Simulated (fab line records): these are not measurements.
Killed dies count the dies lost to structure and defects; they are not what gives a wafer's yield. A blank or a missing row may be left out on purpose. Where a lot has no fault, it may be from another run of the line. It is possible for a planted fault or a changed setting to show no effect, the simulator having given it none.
Which tool was responsible?	flow gf180mcu	Sampling: 15 lots, 45 wafers, 5 of 602 route steps

== WHAT EACH GAUGE READ, for each wafer ==
GF_STI_BOW_MEAS_00.
lot	measured	on	INCOMING_BOW (um)
L702	day 1 10:00	filmMetro-04	-4 2 -13
L703	day 1 15:01	filmMetro-01	-7 -3 3
L704	day 1 20:02	filmMetro-04	10 -4 4
L705	day 2 01:00	filmMetro-04	-3 9 -12
L707	day 2 11:01	filmMetro-01	2 7 -9
L708	day 2 16:00	filmMetro-04	-9 1 -8
L709	day 2 21:00	filmMetro-04	-6 -3 -1
L711	day 3 07:00	filmMetro-01	1 -2 13
L712	day 3 12:00	filmMetro-04	-7 0 -6
L718	day 4 18:01	filmMetro-01	-9 4 7
L720	day 5 04:00	filmMetro-04	-3 7 -1
L721	day 5 09:00	filmMetro-04	-2 2 -10
L723	day 5 19:01	filmMetro-01	-2 1 -4
L724	day 6 00:01	filmMetro-04	-11 -4 -10
L725	day 6 05:04	filmMetro-04	-7 -1 7

GF_STI_THK_MEAS_30.
lot	measured	on	STI_OXIDATION_02_THK (nm)
L702	day 3 01:26	filmMetro-01	10.10 10.17 10.31
L703	day 3 01:26	filmMetro-04	10.30 10.30 10.37
L704	day 3 09:37	filmMetro-04	10.02 10.28 10.22
L705	day 3 09:35	filmMetro-01	9.98 10.16 10.16
L707	day 3 21:03	filmMetro-01	9.88 9.91 9.83
L708	day 3 21:00	filmMetro-04	9.69 9.85 9.53
L709	day 4 03:39	filmMetro-01	9.87 9.86 10.04
L711	day 4 07:43	filmMetro-04	9.68 9.82 9.75
L712	day 4 12:18	filmMetro-04	9.86 9.98 10.05
L718	day 5 17:14	filmMetro-01	9.74 9.88 9.63
L720	day 6 02:05	filmMetro-04	10.05 9.91 9.89
L721	day 6 06:57	filmMetro-01	9.97 10.07 10.05
L723	day 6 18:10	filmMetro-03	9.81 9.76 9.69
L724	day 6 22:44	filmMetro-04	9.91 9.96 9.99
L725	day 7 04:02	filmMetro-04	9.95 10.01 9.96

GF_MVPSD_TW_MEAS_11.
lot	measured	on	MVPSD_TW
L702	day 5 18:20	filmMetro-03	547 549 548
L703	day 5 19:47	filmMetro-03	549 551 547
L704	day 6 05:33	filmMetro-03	548 550 549
L705	day 6 06:11	filmMetro-02	554 558 557
L707	day 6 19:17	filmMetro-01	556 559 557
L708	day 6 18:56	filmMetro-01	558 556 556
L709	day 7 06:26	filmMetro-01	322 322 324 322 323 324
L711	day 7 08:41	filmMetro-02	319 321 320 320 321 321
L712	day 7 15:08	filmMetro-01	322 322 323 322 321 324
L718	day 9 00:38	filmMetro-01	556 558 556
L720	day 9 09:17	filmMetro-02	554 556 560
L721	day 9 15:20	filmMetro-02	558 557 561
L723	day 10 04:14	filmMetro-02	560 556 556
L724	day 10 08:08	filmMetro-02	558 559 557
L725	day 10 13:22	filmMetro-03	548 550 552

GF_DUAL_GATE_OVL_MEAS_11.
lot	measured	on	DUAL_GATE_OVL (nm)
L702	day 9 04:05	overlay-01	-2.4 1.8 0.4
L703	day 9 06:04	overlay-02	1.2 3.5 0.4
L704	day 9 14:42	overlay-01	-1.9 -2.3 0.2
L705	day 9 16:59	overlay-01	-1.5 -1.1 -3.3
L707	day 10 06:18	overlay-02	-0.3 0.2 -0.4
L708	day 10 06:08	overlay-02	-0.2 0.7 -0.3
L718	day 12 20:09	overlay-02	1.5 -1.1 0.2
L720	day 13 05:53	overlay-01	2.0 -0.7 -0.2
L721	day 13 16:23	overlay-02	-1.9 -0.9 -1.2
L723	day 14 07:45	overlay-02	-2.4 -2.1 -1.0
L724	day 14 10:18	overlay-01	-0.6 0.4 0.5
L725	day 14 16:46	overlay-02	-0.7 -0.2 -2.7

== WHICH TOOL RAN EACH LOT (tool, then ch and the chambers of the sampled wafers, then the start) ==
lot	GF_MVPSD_IMPLANT_08
L702	implanter-01 ch 0, day 5 17:56
L703	implanter-02 ch 0, day 5 19:24
L704	implanter-04 ch 0, day 6 05:11
L705	implanter-01 ch 0, day 6 05:47
L707	implanter-02 ch 0, day 6 18:54
L708	implanter-01 ch 0, day 6 18:32
L709	implanter-04, day 7 06:02
L711	implanter-01, day 7 08:17
L712	implanter-04, day 7 14:44
L718	implanter-04 ch 0, day 9 00:15
L720	implanter-04 ch 0, day 9 08:53
L721	implanter-01 ch 0, day 9 14:56
L723	implanter-01 ch 0, day 10 03:51
L724	implanter-04 ch 0, day 10 07:45
L725	implanter-04 ch 0, day 10 13:00
- GF_MVPSD_IMPLANT_08

== WHAT THE TOOLS THEMSELVES READ (means of the sampled wafers that have a number; where no wafer has one, the mark that the record gives instead) ==
GF_MVPSD_IMPLANT_08.
lot	tool	beamEnergyKeV	beamOnS (s)
L702	implanter-01	169.96	9.97
L703	implanter-02	169.96	10.18
L704	implanter-04	170.07	9.91
L705	implanter-01	169.97	10.00
L707	implanter-02	170.01	9.99
L708	implanter-01	169.98	10.17
L709	implanter-04	-	-
L711	implanter-01	-	-
L712	implanter-04	-	-
L718	implanter-04	170.00	10.04
L720	implanter-04	170.03	10.12
L721	implanter-01	169.99	10.07
L723	implanter-01	170.03	10.11
L724	implanter-04	170.06	9.83
L725	implanter-04	169.93	9.82

== THE ANSWER, worked out from the rows above alone ==
Rule: usual is defined by the lots themselves. Put in order of their means at a reading, lots are off if they are a third of the lots or fewer, leave a main group of 4 or more, and stand apart from it by a gap of 3 or more times the standard deviation of the main group's means; of several such gaps the widest counts. If all means in a main group match to the digits the tables above print for the reading, that group is not used. Also off: a lot with no number at a reading for which 4 or more lots have one. All remaining lots with rows at the step are treated as sound. The gauges are gone through in route order, then the tools' own readings, and for those a lot's mean is taken as printed above. The first step at which some lot is off is used, and at that step the reading that is off furthest; a lot without a number counts as furthest.
Off: L709, L711, L712, at GF_MVPSD_TW_MEAS_11 (MVPSD_TW). The main group: mean 554, standard deviation 3.9.
A tool fits if, at a process step before that reading, it ran every lot that is off, and no sound lot after the first of them. The gauges at GF_MVPSD_TW_MEAS_11 aren't tried: what is off there is off at GF_MVPSD_IMPLANT_08 too, on other tools, and a gauge's error can't cause that. No candidate that was tried fits.

== WHAT THE SIMULATOR HAD INSERTED ==
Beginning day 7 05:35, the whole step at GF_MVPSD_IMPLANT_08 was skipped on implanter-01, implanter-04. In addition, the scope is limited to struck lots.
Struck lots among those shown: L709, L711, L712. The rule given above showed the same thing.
